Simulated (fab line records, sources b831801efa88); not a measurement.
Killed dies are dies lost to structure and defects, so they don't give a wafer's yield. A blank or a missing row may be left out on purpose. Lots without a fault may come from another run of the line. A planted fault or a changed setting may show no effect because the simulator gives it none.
A sampling plan put to the test | flow sky130 | one fab line, 25 faults that these records tell of, each judged on the records of the lots that it struck
The plan is the line's own looks: the steps of the route at which a gauge or an inspection reads the wafer and doesn't change it. A look can be judged if struck wafers have a number there and the file gives its usual mean and standard deviation on fault-free wafers. Caught: at a look after the fault's first step, the mean of the struck wafers lies 4 or more of those standard deviations (sigma) from the usual mean. On the tool: the same test on the tool's own readings at the fault's steps. Another recipe on the struck wafers, or a record that is blank for them alone, also counts as caught.

THE FAULTS, as the simulator had put them in
1. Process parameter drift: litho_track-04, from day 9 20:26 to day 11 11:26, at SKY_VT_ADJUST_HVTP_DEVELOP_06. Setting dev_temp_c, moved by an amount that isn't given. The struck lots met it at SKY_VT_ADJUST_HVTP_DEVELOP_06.
2. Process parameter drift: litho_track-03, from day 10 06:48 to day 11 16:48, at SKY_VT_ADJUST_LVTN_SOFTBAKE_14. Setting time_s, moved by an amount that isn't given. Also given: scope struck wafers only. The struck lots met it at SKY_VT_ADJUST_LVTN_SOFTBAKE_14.
3. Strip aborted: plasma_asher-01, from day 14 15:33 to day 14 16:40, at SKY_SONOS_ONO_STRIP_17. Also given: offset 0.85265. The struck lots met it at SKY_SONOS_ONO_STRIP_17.
4. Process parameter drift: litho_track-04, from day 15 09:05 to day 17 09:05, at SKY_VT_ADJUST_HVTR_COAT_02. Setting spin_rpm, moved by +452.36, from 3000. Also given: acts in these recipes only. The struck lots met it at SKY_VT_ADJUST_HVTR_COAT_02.
5. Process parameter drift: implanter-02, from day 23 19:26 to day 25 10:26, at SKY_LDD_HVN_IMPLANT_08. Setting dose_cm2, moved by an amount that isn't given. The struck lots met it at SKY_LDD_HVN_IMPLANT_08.
6. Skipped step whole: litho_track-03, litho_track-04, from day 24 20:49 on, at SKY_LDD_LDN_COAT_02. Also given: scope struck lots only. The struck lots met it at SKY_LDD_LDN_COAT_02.
7. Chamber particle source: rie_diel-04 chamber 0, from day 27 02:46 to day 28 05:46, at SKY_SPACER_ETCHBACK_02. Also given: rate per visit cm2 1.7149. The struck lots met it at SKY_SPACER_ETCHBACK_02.
8. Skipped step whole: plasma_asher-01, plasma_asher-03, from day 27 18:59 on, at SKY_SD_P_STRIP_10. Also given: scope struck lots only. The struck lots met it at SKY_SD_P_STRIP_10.
9. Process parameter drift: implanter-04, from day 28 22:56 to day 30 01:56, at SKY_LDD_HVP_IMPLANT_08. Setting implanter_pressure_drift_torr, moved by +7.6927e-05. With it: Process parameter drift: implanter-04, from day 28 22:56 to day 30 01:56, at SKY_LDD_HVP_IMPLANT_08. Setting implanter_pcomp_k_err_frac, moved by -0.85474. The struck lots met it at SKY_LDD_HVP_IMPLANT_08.
10. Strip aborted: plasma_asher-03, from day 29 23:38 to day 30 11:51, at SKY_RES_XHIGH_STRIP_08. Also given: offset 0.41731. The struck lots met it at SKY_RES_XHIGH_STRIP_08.
11. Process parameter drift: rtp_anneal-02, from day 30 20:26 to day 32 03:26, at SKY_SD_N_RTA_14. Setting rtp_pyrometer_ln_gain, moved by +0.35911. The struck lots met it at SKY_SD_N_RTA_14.
12. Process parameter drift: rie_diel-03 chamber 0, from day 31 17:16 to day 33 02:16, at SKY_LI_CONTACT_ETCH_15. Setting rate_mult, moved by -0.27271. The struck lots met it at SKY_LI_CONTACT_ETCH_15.
13. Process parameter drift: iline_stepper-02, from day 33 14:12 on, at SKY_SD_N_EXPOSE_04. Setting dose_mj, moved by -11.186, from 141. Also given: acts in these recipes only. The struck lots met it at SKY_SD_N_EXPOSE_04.
14. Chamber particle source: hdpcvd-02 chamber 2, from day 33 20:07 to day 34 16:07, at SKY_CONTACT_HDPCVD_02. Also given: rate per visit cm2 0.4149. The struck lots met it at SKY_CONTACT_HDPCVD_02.
15. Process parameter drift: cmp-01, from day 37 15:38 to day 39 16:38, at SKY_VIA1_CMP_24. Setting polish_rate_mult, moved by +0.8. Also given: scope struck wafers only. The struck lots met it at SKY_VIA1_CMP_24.
16. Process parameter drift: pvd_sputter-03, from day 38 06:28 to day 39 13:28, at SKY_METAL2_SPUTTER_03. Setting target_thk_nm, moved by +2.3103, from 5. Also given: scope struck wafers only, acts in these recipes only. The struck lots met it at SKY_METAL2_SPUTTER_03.
17. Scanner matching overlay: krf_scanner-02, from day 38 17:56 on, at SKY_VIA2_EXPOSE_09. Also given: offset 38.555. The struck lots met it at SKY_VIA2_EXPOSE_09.
18. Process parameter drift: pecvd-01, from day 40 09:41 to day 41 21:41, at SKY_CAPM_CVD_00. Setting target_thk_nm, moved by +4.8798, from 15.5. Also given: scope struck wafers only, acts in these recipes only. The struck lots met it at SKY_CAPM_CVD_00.
19. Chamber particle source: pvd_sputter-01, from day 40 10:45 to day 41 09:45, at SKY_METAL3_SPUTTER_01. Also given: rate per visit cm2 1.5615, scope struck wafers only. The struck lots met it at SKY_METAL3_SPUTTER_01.
20. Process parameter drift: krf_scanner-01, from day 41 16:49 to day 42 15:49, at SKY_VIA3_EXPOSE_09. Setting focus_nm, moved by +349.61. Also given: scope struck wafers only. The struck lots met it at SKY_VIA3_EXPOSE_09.
21. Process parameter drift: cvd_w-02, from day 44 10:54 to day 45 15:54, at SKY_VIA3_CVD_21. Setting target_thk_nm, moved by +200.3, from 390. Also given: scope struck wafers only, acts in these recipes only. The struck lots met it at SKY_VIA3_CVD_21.
22. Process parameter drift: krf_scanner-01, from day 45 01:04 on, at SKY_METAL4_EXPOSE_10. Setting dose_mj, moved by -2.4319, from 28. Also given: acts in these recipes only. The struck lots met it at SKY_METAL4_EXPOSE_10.
23. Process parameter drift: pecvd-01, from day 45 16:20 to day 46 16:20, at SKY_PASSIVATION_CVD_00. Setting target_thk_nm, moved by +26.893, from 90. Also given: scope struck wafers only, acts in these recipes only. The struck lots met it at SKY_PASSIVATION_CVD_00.
24. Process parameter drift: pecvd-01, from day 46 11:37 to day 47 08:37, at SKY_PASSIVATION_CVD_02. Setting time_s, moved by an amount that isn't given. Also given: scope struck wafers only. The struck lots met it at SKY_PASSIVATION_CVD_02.
25. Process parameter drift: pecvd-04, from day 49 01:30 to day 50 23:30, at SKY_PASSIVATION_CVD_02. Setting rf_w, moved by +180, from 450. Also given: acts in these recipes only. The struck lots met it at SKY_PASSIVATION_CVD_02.

WHAT THE PLAN SAW
fault | on the tool itself                               | first look that catches it                      | reading, sigma                                          | median hours from its first step to that look | hours from the fault's start to the first struck lot there | judged looks passed uncaught
1     | developer_temp_C +21 sigma                       | SKY_VT_ADJUST_HVTP_CD_MEAS_07                   | cd_nm -5.0                                              | 0.2                                           | 3                                                          | 0
2     | run_length_s +99 or beyond sigma                 | none of the 2 looks that can be judged after it | -                                                       | -                                             | -                                                          | 2
3     | oes_product_au +34 sigma                         | not the one look that can be judged after it    | -                                                       | -                                             | -                                                          | 1
4     | spin_speed_rpm +99 or beyond sigma               | none of the 2 looks that can be judged after it | strongest: cd_nm at SKY_VT_ADJUST_HVTR_CD_MEAS_07, +3.3 | -                                             | -                                                          | 2
5     | dose_ions_cm2 +99 or beyond sigma                | SKY_LDD_HVN_TW_MEAS_10                          | LDD_HVN_TW +99 or beyond                                | 0.2                                           | 4                                                          | 0
6     | the tool's record is blank for the struck wafers | SKY_RES_XHIGH_TW_MEAS_09                        | RES_XHIGH_TW +31                                        | 108.1                                         | 111                                                        | 1
7     | under 2 sigma                                    | none of the 5 looks that can be judged after it | -                                                       | -                                             | -                                                          | 5
8     | the tool's record is blank for the struck wafers | SKY_RES_XHIGH_TW_MEAS_09                        | RES_XHIGH_TW -99 or beyond                              | 28.2                                          | 32                                                         | 0
9     | end_station_pressure_torr +99 or beyond sigma    | SKY_LDD_HVP_TW_MEAS_10                          | LDD_HVP_TW +7.5                                         | 0.2                                           | 7                                                          | 0
10    | oes_product_au +53 sigma                         | SKY_SD_N_TW_MEAS_12                             | SD_N_TW -99 or beyond                                   | 28.4                                          | 40                                                         | 0
11    | lamp_power_pct -26 sigma                         | SKY_SD_N_RS_MEAS_16                             | SD_N_RS +36                                             | 0.2                                           | 5                                                          | 0
12    | only faintly: oes_product_au -2.3 sigma          | no look after it can be judged                  | -                                                       | -                                             | -                                                          | 0
13    | exposure_dose_mJ_cm2 -80 sigma                   | SKY_SD_N_CD_MEAS_07                             | cd_nm -8.3                                              | 13.4                                          | 15                                                         | 0
14    | no reading that can be judged                    | no look after it can be judged                  | -                                                       | -                                             | -                                                          | 0
15    | time_to_endpoint_s -6.4 sigma                    | none of the 4 looks that can be judged after it | -                                                       | -                                             | -                                                          | 4
16    | under 2 sigma                                    | no look after it can be judged                  | -                                                       | -                                             | -                                                          | 0
17    | no reading that can be judged                    | SKY_VIA2_OVL_MEAS_13                            | VIA2_OVL +6.0                                           | 12.4                                          | 19                                                         | 0
18    | under 2 sigma                                    | SKY_CAPM_THK_MEAS_01                            | CAPM_CVD_00_THK +20                                     | 0.0                                           | 16                                                         | 0
19    | under 2 sigma                                    | not the one look that can be judged after it    | -                                                       | -                                             | -                                                          | 1
20    | under 2 sigma                                    | SKY_VIA3_CD_MEAS_12                             | cd_nm -25                                               | 10.8                                          | 27                                                         | 0
21    | under 2 sigma                                    | SKY_VIA3_RS_MEAS_22                             | VIA3_W_RS -28                                           | 0.1                                           | 8                                                          | 0
22    | exposure_dose_mJ_cm2 -74 sigma                   | SKY_METAL4_CD_MEAS_13                           | cd_nm +9.7                                              | 10.3                                          | 15                                                         | 0
23    | under 2 sigma                                    | SKY_PASSIVATION_THK_MEAS_01                     | PASSIVATION_CVD_00_THK +21                              | 0.0                                           | 5                                                          | 0
24    | under 2 sigma                                    | SKY_PASSIVATION_THK_MEAS_03                     | PASSIVATION_CVD_02_THK +11                              | 0.2                                           | 6                                                          | 0
25    | rf_fwd_power_W +99 or beyond sigma               | SKY_PASSIVATION_THK_MEAS_03                     | PASSIVATION_CVD_02_THK +7.7                             | 0.2                                           | 5                                                          | 0
A dash: the fault isn't caught, or these records don't give the number.

Caught at a look: 16 of 25. Caught on the tool: 14 of 25. By one or the other: 20 of 25.
Caught on the tool alone: faults 2, 3, 4, 15.
Caught at a look alone: faults 17, 18, 20, 21, 23, 24.
Caught by neither: faults 7, 12, 14, 16, 19.

THINNER SAMPLING
If the look that catches a fault measured only every second or every third lot, by lot number, the first struck lot would be measured this late in the worst case:
fault | struck lots at that look, in order of time | every lot | every second lot | every third lot
1     | L726, L727                                 | 3 h       | 12 h             | may miss all 2
5     | L278, L283                                 | 4 h       | 29 h             | may miss all 2
6     | L786, L785                                 | 111 h     | 111 h            | may miss all 2
8     | L271, L270, L273                           | 32 h      | 33 h             | may miss all 3
9     | L363, L364                                 | 7 h       | 11 h             | may miss all 2
10    | L623                                       | 40 h      | may miss it      | may miss it
11    | L315, L316, L318                           | 5 h       | 15 h             | may miss all 3
13    | L805, L806                                 | 15 h      | 20 h             | may miss all 2
17    | L734, L739                                 | 19 h      | 54 h             | may miss all 2
18    | L962, L964                                 | 16 h      | may miss all 2   | may miss all 2
20    | L446                                       | 27 h      | may miss it      | may miss it
21    | L477, L478                                 | 8 h       | 14 h             | may miss all 2
22    | L228, L229, L230, L231                     | 15 h      | 24 h             | 27 h
23    | L988, L991, L992                           | 5 h       | 9 h              | may miss all 3
24    | L352, L354                                 | 6 h       | may miss all 2   | may miss all 2
25    | L166, L167                                 | 5 h       | 8 h              | may miss all 2
Hours are from the fault's start to the first struck lot that is measured. The limit of 4 sigma was tested on all struck wafers together, so one lot alone may lie under it. Other struck lots may not be in these records.

THE LONGEST TIMED WAY FROM STEP TO LOOK
Fault 6: a median of 108.1 hours passes between SKY_LDD_LDN_COAT_02 and SKY_RES_XHIGH_TW_MEAS_09. The look between them that can be judged stayed within 4 sigma: SKY_SPACER_THK_MEAS_01.
